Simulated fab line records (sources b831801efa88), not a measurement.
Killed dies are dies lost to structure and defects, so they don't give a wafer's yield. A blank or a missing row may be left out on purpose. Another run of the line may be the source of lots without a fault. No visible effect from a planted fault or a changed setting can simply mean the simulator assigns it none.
The tool behind it: which one?    flow sky130    24 lots with 72 wafers sampled at 6 steps, on a route of 708 steps

WHAT THE GAUGES READ, wafer by wafer
SKY_POLY_GATE_CD_MEAS_13: the cd target is 150 nm.
lot   measured      on        cdNm (nm)
L074  day 16 10:33  cdSem-01  149.0 148.9 148.6
L075  day 16 16:29  cdSem-02  152.9 152.2 153.3
L076  day 17 06:34  cdSem-02  149.2 148.5 150.0
L077  day 17 11:02  cdSem-01  150.3 149.6 151.1
L078  day 17 21:15  cdSem-01  151.0 151.7 150.8
L079  day 18 17:47  cdSem-01  152.4 152.1 150.9
L080  day 19 10:16  cdSem-01  150.4 150.3 151.6
L081  day 19 10:44  cdSem-02  152.5 152.8 150.7
L082  day 19 11:12  cdSem-01  150.6 150.4 150.0
L083  day 19 15:27  cdSem-01  147.6 147.6 147.4
L084  day 19 18:19  cdSem-01  149.2 149.9 148.8
L085  day 20 07:50  cdSem-01  151.0 152.5 153.2
L086  day 20 18:22  cdSem-01  150.9 150.5 151.1
L087  day 20 23:16  cdSem-02  151.0 151.4 150.7
L088  day 21 08:06  cdSem-01  150.4 149.9 148.4
L089  day 21 17:36  cdSem-01  148.5 147.1 147.4
L090  day 23 14:30  cdSem-02  152.0 150.9 151.5
L091  day 23 14:54  cdSem-01  148.3 148.0 150.7
L092  day 23 14:55  cdSem-02  150.0 151.6 151.8
L093  day 23 15:35  cdSem-02  151.9 150.2 151.7
L094  day 23 15:55  cdSem-01  149.8 149.3 151.8
L095  day 24 00:01  cdSem-01  149.6 149.9 149.2
L096  day 24 06:41  cdSem-01  151.0 150.8 150.8
L097  day 24 14:38  cdSem-02  149.4 148.5 149.2

SKY_CAPM_THK_MEAS_04: measures by xrf.
lot   measured      on            CAPM_TIN_THK (nm)
L074  day 36 05:05  filmMetro-04  200.2 203.7 203.6
L075  day 36 12:13  filmMetro-01  203.5 202.9 200.7
L076  day 36 22:55  filmMetro-03  199.7 205.3 200.4
L077  day 37 04:59  filmMetro-03  201.5 204.9 203.4
L078  day 37 15:10  filmMetro-01  203.8 199.5 201.8
L079  day 38 05:56  filmMetro-03  199.5 200.8 203.5
L080  day 38 16:39  filmMetro-04  201.1 206.2 206.6
L081  day 38 18:32  filmMetro-03  203.0 200.7 200.7
L082  day 38 21:37  filmMetro-03  198.9 200.5 198.2
L083  day 38 21:58  filmMetro-01  200.5 199.1 199.9
L084  day 39 03:35  filmMetro-03  194.9 199.2 199.0
L085  day 39 11:17  filmMetro-01  205.6 199.2 202.2
L086  day 39 19:01  filmMetro-04  203.5 202.1 204.0
L087  day 40 02:04  filmMetro-03  201.5 200.5 200.5
L088  day 40 08:15  filmMetro-01  198.3 197.2 196.1
L089  day 40 15:57  filmMetro-04  202.6 205.3 206.8
L090  day 42 02:16  filmMetro-03  204.8 204.3 202.6
L091  day 42 05:44  filmMetro-01  206.3 203.2 202.9
L092  day 42 04:13  filmMetro-04  206.5 202.0 205.5
L093  day 42 05:45  filmMetro-03  202.4 199.4 198.9
L094  day 42 08:59  filmMetro-03  204.7 204.3 205.0
L095  day 42 13:11  filmMetro-03  200.3 203.4 202.3
L096  day 42 17:55  filmMetro-03  203.3 204.1 199.7
L097  day 42 23:35  filmMetro-01  201.8 201.8 199.5

SKY_VIA4_BOW_MEAS_03.
lot   measured      on            VIA4_BOW (um)
L074  day 41 18:11  filmMetro-03  96 104 89
L075  day 41 23:39  filmMetro-04  86 92 91
L076  day 42 08:55  filmMetro-04  100 93 94
L077  day 42 15:47  filmMetro-03  92 94 85
L078  day 42 23:22  filmMetro-04  89 68 79
L079  day 43 12:39  filmMetro-03  69 68 78
L080  day 43 21:59  filmMetro-03  80 87 75
L081  day 44 00:31  filmMetro-02  72 76 69
L082  day 44 03:10  filmMetro-03  78 81 76
L083  day 44 03:31  filmMetro-04  66 75 69
L084  day 44 06:34  filmMetro-02  91 89 87
L085  day 44 15:00  filmMetro-02  68 68 68
L086  day 44 21:22  filmMetro-04  68 76 80
L087  day 45 03:10  filmMetro-02  86 68 75
L088  day 45 10:10  filmMetro-02  82 75 79
L089  day 45 15:23  filmMetro-02  82 74 70
L090  day 46 22:22  filmMetro-04  79 84 86
L091  day 46 23:50  filmMetro-02  82 69 91
L092  day 46 23:33  filmMetro-03  79 92 76
L093  day 47 01:00  filmMetro-02  84 80 72
L094  day 47 02:17  filmMetro-04  73 75 73
L095  day 47 09:48  filmMetro-03  69 85 78
L096  day 47 11:11  filmMetro-02  65 62 61
L097  day 47 17:23  filmMetro-03  81 88 96

TOOL THAT RAN EACH LOT (tool first, then ch and the chambers of the sampled wafers, then the start)
lot   SKY_METAL3_SPUTTER_01        SKY_CAPM_STRIP_14                    SKY_METAL3_ETCH_16
L074  pvdSputter-04, day 36 04:38  plasmaAsher-04 ch 0,1, day 37 07:25  rieMetal-02 ch 0,1, day 38 10:05
L075  pvdSputter-03, day 36 11:46  plasmaAsher-04 ch 0,1, day 37 14:28  rieMetal-04 ch 0, day 38 16:39
L076  pvdSputter-01, day 36 22:27  plasmaAsher-04 ch 0,1, day 38 00:06  rieMetal-01 ch 0,1, day 39 02:10
L077  pvdSputter-04, day 37 04:31  plasmaAsher-01 ch 0,1, day 38 06:32  rieMetal-02 ch 0,1, day 39 08:20
L078  pvdSputter-03, day 37 14:43  plasmaAsher-01 ch 0,1, day 38 16:53  rieMetal-02 ch 0,1, day 39 18:13
L079  pvdSputter-03, day 38 05:28  plasmaAsher-01 ch 0,1, day 39 07:08  rieMetal-04 ch 0,1, day 40 08:10
L080  pvdSputter-03, day 38 16:12  plasmaAsher-01 ch 0,1, day 39 16:46  rieMetal-01 ch 0, day 40 18:16
L081  pvdSputter-01, day 38 18:04  plasmaAsher-04 ch 0,1, day 39 18:51  rieMetal-01 ch 0,1, day 40 20:41
L082  pvdSputter-01, day 38 21:10  plasmaAsher-04 ch 0,1, day 39 21:46  rieMetal-04 ch 0,1, day 40 23:23
L083  pvdSputter-04, day 38 21:31  plasmaAsher-01 ch 0,1, day 39 22:16  rieMetal-01 ch 0,1, day 40 23:44
L084  pvdSputter-03, day 39 03:08  plasmaAsher-01 ch 1, day 40 03:50    rieMetal-04 ch 0,1, day 41 05:15
L085  pvdSputter-04, day 39 10:49  plasmaAsher-04 ch 0,1, day 40 12:12  rieMetal-01 ch 0,1, day 41 13:28
L086  pvdSputter-03, day 39 18:33  plasmaAsher-04 ch 0,1, day 40 19:42  rieMetal-04 ch 0,1, day 41 20:49
L087  pvdSputter-03, day 40 01:38  plasmaAsher-04 ch 0,1, day 41 01:49  rieMetal-01 ch 0,1, day 42 02:40
L088  pvdSputter-01, day 40 07:48  plasmaAsher-01 ch 0,1, day 41 08:41  rieMetal-02 ch 1, day 42 09:17
L089  pvdSputter-01, day 40 15:31  plasmaAsher-04 ch 0,1, day 41 15:49  rieMetal-04 ch 1, day 42 14:53
L090  pvdSputter-03, day 42 01:49  plasmaAsher-01 ch 0,1, day 43 01:25  rieMetal-01 ch 0,1, day 44 00:47
L091  pvdSputter-03, day 42 05:17  plasmaAsher-01 ch 0,1, day 43 04:14  rieMetal-01 ch 0,1, day 44 03:12
L092  pvdSputter-01, day 42 03:44  plasmaAsher-04 ch 0,1, day 43 02:31  rieMetal-04 ch 0,1, day 44 02:14
L093  pvdSputter-04, day 42 05:18  plasmaAsher-04 ch 0,1, day 43 04:34  rieMetal-04 ch 0,1, day 44 03:20
L094  pvdSputter-04, day 42 08:32  plasmaAsher-01 ch 0,1, day 43 07:31  rieMetal-04 ch 0, day 44 06:53
L095  pvdSputter-04, day 42 12:43  plasmaAsher-01 ch 0,1, day 43 11:49  rieMetal-04 ch 0,1, day 44 11:26
L096  pvdSputter-01, day 42 17:26  plasmaAsher-03 ch 0,1, day 43 16:03  rieMetal-04 ch 0,1, day 44 14:59
L097  pvdSputter-04, day 42 23:05  plasmaAsher-03 ch 0,1, day 43 22:20  rieMetal-02 ch 0,1, day 44 21:26
- SKY_METAL3_SPUTTER_01: material TiN, target thk 20 nm, time 16.7 s.
- SKY_CAPM_STRIP_14: strips in O2/N2.
- SKY_METAL3_ETCH_16: etches BARC in N2/H2, stops on SiO2, time 88.2 s, target depth 60 nm.

AS READ BY THE TOOLS THEMSELVES (means over the sampled wafers that have a number; for cases with no such wafer, the mark the record gives instead)
SKY_METAL3_SPUTTER_01.
lot   tool           chamberPressurePa (Pa)  throttleValvePct (%)
L074  pvdSputter-04  0.4009                  29.2
L075  pvdSputter-03  0.3998                  29.5
L076  pvdSputter-01  0.4001                  30.2
L077  pvdSputter-04  0.4000                  29.5
L078  pvdSputter-03  0.3994                  28.8
L079  pvdSputter-03  0.3992                  29.5
L080  pvdSputter-03  0.4003                  30.6
L081  pvdSputter-01  0.4001                  30.0
L082  pvdSputter-01  0.4004                  30.5
L083  pvdSputter-04  0.3992                  29.5
L084  pvdSputter-03  0.3994                  28.6
L085  pvdSputter-04  0.3996                  28.8
L086  pvdSputter-03  0.4003                  29.6
L087  pvdSputter-03  0.4002                  29.3
L088  pvdSputter-01  0.4000                  30.0
L089  pvdSputter-01  0.3993                  30.1
L090  pvdSputter-03  0.4003                  29.6
L091  pvdSputter-03  0.4000                  29.3
L092  pvdSputter-01  0.4004                  30.3
L093  pvdSputter-04  0.4010                  29.3
L094  pvdSputter-04  0.3997                  30.2
L095  pvdSputter-04  0.3994                  29.2
L096  pvdSputter-01  0.4000                  30.1
L097  pvdSputter-04  0.4000                  28.8

SKY_CAPM_STRIP_14.
lot   tool            drypumpMotorCurrentA (A)  oesProductAu (a.u.)  stripTimeToEndpointS (s)
L074  plasmaAsher-04  5.83                      0.713                12.63
L075  plasmaAsher-04  5.83                      0.712                12.67
L076  plasmaAsher-04  5.90                      0.711                12.75
L077  plasmaAsher-01  5.42                      0.708                12.69
L078  plasmaAsher-01  5.35                      0.711                12.71
L079  plasmaAsher-01  5.41                      0.708                12.68
L080  plasmaAsher-01  5.42                      0.710                12.67
L081  plasmaAsher-04  5.83                      0.713                12.65
L082  plasmaAsher-04  5.90                      0.708                12.67
L083  plasmaAsher-01  5.34                      0.711                12.71
L084  plasmaAsher-01  5.50                      0.710                12.73
L085  plasmaAsher-04  5.90                      0.710                12.65
L086  plasmaAsher-04  5.81                      0.713                12.61
L087  plasmaAsher-04  5.82                      0.714                12.66
L088  plasmaAsher-01  5.36                      0.714                12.59
L089  plasmaAsher-04  5.81                      0.709                12.73
L090  plasmaAsher-01  5.39                      0.711                12.72
L091  plasmaAsher-01  5.41                      0.715                12.69
L092  plasmaAsher-04  5.82                      0.715                12.67
L093  plasmaAsher-04  5.81                      0.707                12.70
L094  plasmaAsher-01  5.37                      0.710                12.66
L095  plasmaAsher-01  5.37                      0.710                12.64
L096  plasmaAsher-03  6.19                      0.708                12.68
L097  plasmaAsher-03  6.21                      0.711                12.70

SKY_METAL3_ETCH_16.
lot   tool         drypumpMotorCurrentA (A)  oesProductAu (a.u.)  throttleValvePct (%)
L074  rieMetal-02  6.2                       0.621                13.205
L075  rieMetal-04  6.0                       0.628                13.208
L076  rieMetal-01  5.7                       0.626                13.207
L077  rieMetal-02  6.1                       0.629                13.203
L078  rieMetal-02  6.2                       0.623                13.199
L079  rieMetal-04  6.0                       0.621                13.208
L080  rieMetal-01  5.1                       0.623                13.197
L081  rieMetal-01  5.7                       0.622                13.207
L082  rieMetal-04  5.9                       0.623                13.199
L083  rieMetal-01  5.7                       0.622                13.201
L084  rieMetal-04  6.0                       0.629                13.205
L085  rieMetal-01  5.7                       0.631                13.206
L086  rieMetal-04  6.0                       0.625                13.204
L087  rieMetal-01  5.4                       0.624                13.214
L088  rieMetal-02  6.0                       0.624                13.204
L089  rieMetal-04  6.0                       0.623                13.206
L090  rieMetal-01  5.7                       0.619                13.201
L091  rieMetal-01  5.4                       0.628                13.204
L092  rieMetal-04  6.0                       0.625                13.198
L093  rieMetal-04  6.0                       0.627                13.212
L094  rieMetal-04  6.0                       0.621                13.200
L095  rieMetal-04  6.0                       0.624                13.197
L096  rieMetal-04  6.0                       0.625                13.214
L097  rieMetal-02  6.1                       0.625                13.202

THE ANSWER, worked out from the rows above alone
Rule: the lots themselves supply what counts as usual. Put in order of their means at a reading, lots are off if they are a third of the lots or fewer, leave a main group of 4 or more, and stand apart from it by a gap of 3 or more times the standard deviation of the main group's means; of several such gaps the widest counts. If all means in a main group match to the digits the tables above print for the reading, that group is not used. A lot without any number at a reading at which 4 lots or more have one is off too. The other lots that the step has rows for count as sound. After the gauges, taken in route order, come the tools' own readings; for these a lot's mean is taken, as printed above. At the first step where some lot is off, the reading lying furthest off is the one used; lots without a number count as furthest.
No lot is off on any of the readings shown, so nothing can be concluded from this.

WHAT WAS PUT IN BY THE SIMULATOR
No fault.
